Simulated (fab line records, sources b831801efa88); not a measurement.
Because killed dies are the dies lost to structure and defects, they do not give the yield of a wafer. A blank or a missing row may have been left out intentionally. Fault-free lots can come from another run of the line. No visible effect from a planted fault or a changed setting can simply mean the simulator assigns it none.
A lot that was struck, set against a sound lot	flow sky130	38 steps out of a route of 708
Sound: these wafers, L120.1, L120.3, L120.6. Struck: wafer L110.4 (left out: L110.2, a lot-mate that was not struck); the cause follows at the end.
For every step that has rows: the tool of each side, followed by ch and its chambers, followed by its first start. Under that, the readings that differ: sound wafers	struck wafers	difference of the means	sigmas: that difference in standard deviations of wafers without a fault.
alike: readings whose means differ by less than 2 such deviations, and words and numbers that are the same on both sides. not compared: withheld readings, readings that some wafer has no value for, bounds like >300 that may hide the same value, and numbers for which the record gives no deviation and whose values overlap.
The two part at a step that has a row with sigmas, a row that says differs or no value, or rows on one side only. Numbers that have no deviation but don't overlap get no sigmas and don't part them. Lack of a reading on every wafer of one side parts them only where that side has two or more wafers.

first, 9 steps without rows for these wafers: SKY_VIA3_SPUTTER_20 (material TiN, target thk 20 nm, time 80 s); SKY_VIA3_CVD_21 (deposits W, target thk 390 nm, time 117.31 s); SKY_VIA3_CMP_24 (polishes, stops on SiO2, t overpolish 20 s, target thk 0 nm); SKY_METAL4_SPUTTER_00 (material Ti, target thk 15 nm, time 10 s); SKY_METAL4_SPUTTER_01 (material TiN, target thk 20 nm, time 16.7 s); SKY_METAL4_SPUTTER_02 (material AlCu, target thk 735 nm, time 39.1 s); SKY_METAL4_SPUTTER_03 (material Ti, target thk 5 nm, time 3.3 s); SKY_METAL4_SPUTTER_04 (material TiN, target thk 70 nm, time 58.3 s); SKY_CAP2M_CVD_00 (deposits SiO2, target thk 15.5 nm).
SKY_CAP2M_SPUTTER_02: material TiN, target thk 200 nm, time 166.7 s.
  sound on pvdSputter-04 at day 46 06:53; struck on pvdSputter-01 at day 43 14:13
reading	sound	struck	difference	sigmas
model.TiN_of_CAP2M_SPUTTER_02.thkNm (nm)	202.4 200.8 200.1	213.4	+12.3	
  alike: susceptorTempC, throttleValvePct
SKY_CAP2M_RS_MEAS_03: measures by four-point-probe.
  sound on filmMetro-03 at day 46 07:00; struck on filmMetro-01 at day 43 14:21
reading	sound	struck	difference	sigmas
CAP2M_TIN_RS (ohm/sq)	6.84 6.89 6.90	6.47	-0.41	-7
SKY_CAP2M_THK_MEAS_04: measures by xrf.
  sound on filmMetro-03 at day 46 07:07; struck on filmMetro-01 at day 43 14:28
reading	sound	struck	difference	sigmas
CAP2M_TIN_THK (nm)	202.7 200.1 200.1	213.5	+12.5	+6
then, 7 steps without rows for these wafers: SKY_CAP2M_DEHYDRATE_05 (time 60 s); SKY_CAP2M_HMDS_06 (prime time 60 s); SKY_CAP2M_COAT_07 (resist thk 1140 nm); SKY_CAP2M_SOFTBAKE_08 (time 60 s); SKY_CAP2M_EXPOSE_09 (exposes mask CAP2M, target cd 1000 nm); SKY_CAP2M_PEB_10; SKY_CAP2M_DEVELOP_11 (develop time 60 s).
SKY_CAP2M_METAL_ETCH_13: etches TiN in Cl2/BCl3, stops on SiO2, target depth 220 nm, time 62.9 s.
  sound on rieMetal-04 ch 0, day 47 02:46; struck on rieMetal-01 ch 1, day 44 12:31
reading	sound	struck	difference	sigmas
oesProductAu (a.u.)	0.953 0.938 0.941	0.980	+0.036	+5
throttleValvePct (%)	21.900 21.900 21.902	21.881	-0.020	-2
  alike: drypumpMotorCurrentA
  not compared: rfHoursCounterH
then, 16 steps without rows for these wafers: SKY_CAP2M_STRIP_14 (strips in O2/N2); SKY_CAP2M_STRIP_15 (strips in post etch residue remover, time 1200 s); SKY_CAP2M_CLEAN_16 (cleans in IPA, time 180 s); SKY_CAP2M_CLEAN_17 (cleans in O3/DIW); SKY_METAL4_DEHYDRATE_05 (time 60 s); SKY_METAL4_HMDS_06 (prime time 60 s); SKY_METAL4_COAT_07 (resist thk 60 nm); SKY_METAL4_COAT_08 (resist thk 1140 nm); SKY_METAL4_SOFTBAKE_09 (time 90 s); SKY_METAL4_EXPOSE_10 (exposes mask MM4, target cd 300 nm); SKY_METAL4_PEB_11; SKY_METAL4_DEVELOP_12 (develop time 60 s); SKY_METAL4_DESCUM_15 (chemistry O2, time 8 s); SKY_METAL4_ETCH_16 (etches BARC in N2/H2, stops on SiO2, time 88.2 s, target depth 60 nm); SKY_METAL4_ETCH_17 (etches SiO2 in C4F8/O2/Ar, stops on TiN, time 3.9 s, target depth 15 nm); SKY_METAL4_METAL_ETCH_18 (etches the open film in Cl2/BCl3, stops on SiO2, target depth 845 nm, time 183.1 s).
SKY_METAL4_STRIP_20: strips in post etch residue remover, time 1200 s.
  sound on wetBench-03 ch 0, day 47 23:46; struck on wetBench-04 ch 0, day 45 11:00
reading	sound	struck	difference	sigmas
model.TiN_of_CAP2M_SPUTTER_02.thkNm (nm)	201.5 199.9 199.3	212.6	+12.4	
-- the record jumps here: 3 days lie between the struck wafers' starts before and after (it left off in module METAL4 and takes up again in module PAD_OPEN, whose first step shown is number 708 of the route) --
SKY_PAD_OPEN_PROBE_99:
  sound on prober-01 at day 51 02:56; struck on prober-01 at day 48 22:59
reading	sound	struck	difference	sigmas
sort_bin_5_function (%)	12.0 9.6 14.4	8.9	-3.1	-2
model.etest.capMim2.plateOhmSq	5.965 6.078 5.949	5.61	-0.39	
  alike: defectLimitedYield, killed_at_M0_to_M3, killed_at_M4_up, killedAtContacts, killedAtFrontEnd, killedAtOther, killedDies, killedOpen, killedShort, sort_bin_3_pad_short, sort_bin_6_memory, sortNPass, sortYieldPct

== WHERE THEY PART ==
Last at SKY_PAD_OPEN_PROBE_99 as far as this record goes, first at SKY_CAP2M_RS_MEAS_03.

WHY: whatever the simulator had introduced
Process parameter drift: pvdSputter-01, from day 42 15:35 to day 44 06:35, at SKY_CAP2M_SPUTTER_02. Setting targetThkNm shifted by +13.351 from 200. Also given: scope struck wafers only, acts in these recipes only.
